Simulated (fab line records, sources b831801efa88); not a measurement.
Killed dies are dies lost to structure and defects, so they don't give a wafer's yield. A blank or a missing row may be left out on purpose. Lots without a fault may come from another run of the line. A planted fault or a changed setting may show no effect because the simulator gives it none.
Which tool did it? | flow gf180mcu | 11 lots, 33 wafers sampled, at 3 steps of a route of 602

WHAT THE GAUGES READ, wafer by wafer
GF_V3_RS_MEAS_24: measures by four-point-probe.
lot  | measured     | on            | V3_W_RS (ohm/sq)
L957 | day 22 15:52 | film_metro-03 | 0.321 0.327 0.318
L958 | day 22 19:02 | film_metro-01 | 0.334 0.322 0.336
L966 | day 25 18:11 | film_metro-02 | 0.321 0.333 0.333
L967 | day 26 03:14 | film_metro-02 | 0.414 0.329 0.416
L968 | day 26 05:46 | film_metro-01 | 0.329 0.421 0.418
L974 | day 28 06:51 | film_metro-03 | 0.323 0.327 0.323
L976 | day 28 15:31 | film_metro-01 | 0.332 0.324 0.330
L977 | day 29 07:08 | film_metro-02 | 0.336 0.322 0.331
L978 | day 29 13:55 | film_metro-01 | 0.330 0.325 0.324
L979 | day 29 20:57 | film_metro-02 | 0.325 0.328 0.322
L980 | day 30 05:01 | film_metro-03 | 0.330 0.326 0.331

WHICH TOOL RAN EACH LOT (tool, then ch and the chambers of the sampled wafers, then the start)
lot  | GF_M3_SPUTTER_03             | GF_V3_CVD_23
L957 | pvd_sputter-03, day 20 13:53 | cvd_w-02 ch 0,1, day 22 15:44
L958 | pvd_sputter-02, day 20 16:32 | cvd_w-02 ch 0,1, day 22 18:54
L966 | pvd_sputter-03, day 23 19:58 | cvd_w-02 ch 0,1, day 25 18:04
L967 | pvd_sputter-04, day 24 04:52 | cvd_w-01 ch 0,1, day 26 03:07
L968 | pvd_sputter-04, day 24 08:40 | cvd_w-01 ch 0,1, day 26 05:40
L974 | pvd_sputter-03, day 26 12:46 | cvd_w-02 ch 0,1, day 28 06:43
L976 | pvd_sputter-04, day 26 21:36 | cvd_w-02 ch 0,1, day 28 15:23
L977 | pvd_sputter-04, day 27 14:07 | cvd_w-02 ch 0,1, day 29 07:02
L978 | pvd_sputter-02, day 27 20:20 | cvd_w-02 ch 0,1, day 29 13:48
L979 | pvd_sputter-02, day 28 03:55 | cvd_w-01 ch 0,1, day 29 20:49
L980 | pvd_sputter-04, day 28 12:28 | cvd_w-01 ch 0,1, day 30 04:55
- GF_M3_SPUTTER_03: material Ti, target thk 10 nm, time 6.7 s.
- GF_V3_CVD_23: deposits W, target thk 350 nm, time 104.9 s.

THE ANSWER, worked out from the rows above alone
Rule: what is usual is taken from the lots themselves. Put in order of their means at a reading, lots are off if they are a third of the lots or fewer, leave a main group of 4 or more, and stand apart from it by a gap of 3 or more times the standard deviation of the main group's means; of several such gaps the widest counts. A main group whose means are all the same, to the digits that the tables above print for the reading, isn't used. A lot without any number at a reading at which 4 lots or more have one is off too. The other lots that the step has rows for count as sound.
Off: L967, L968, at GF_V3_RS_MEAS_24 (V3_W_RS). The main group: mean 0.327 ohm/sq, standard deviation 0.0027.
A tool fits if, at a process step before that reading, it ran every lot that is off, and no sound lot after the first of them. The gauges at GF_V3_RS_MEAS_24 are tried like those tools. None of those tried fits.

WHAT THE SIMULATOR HAD PUT IN
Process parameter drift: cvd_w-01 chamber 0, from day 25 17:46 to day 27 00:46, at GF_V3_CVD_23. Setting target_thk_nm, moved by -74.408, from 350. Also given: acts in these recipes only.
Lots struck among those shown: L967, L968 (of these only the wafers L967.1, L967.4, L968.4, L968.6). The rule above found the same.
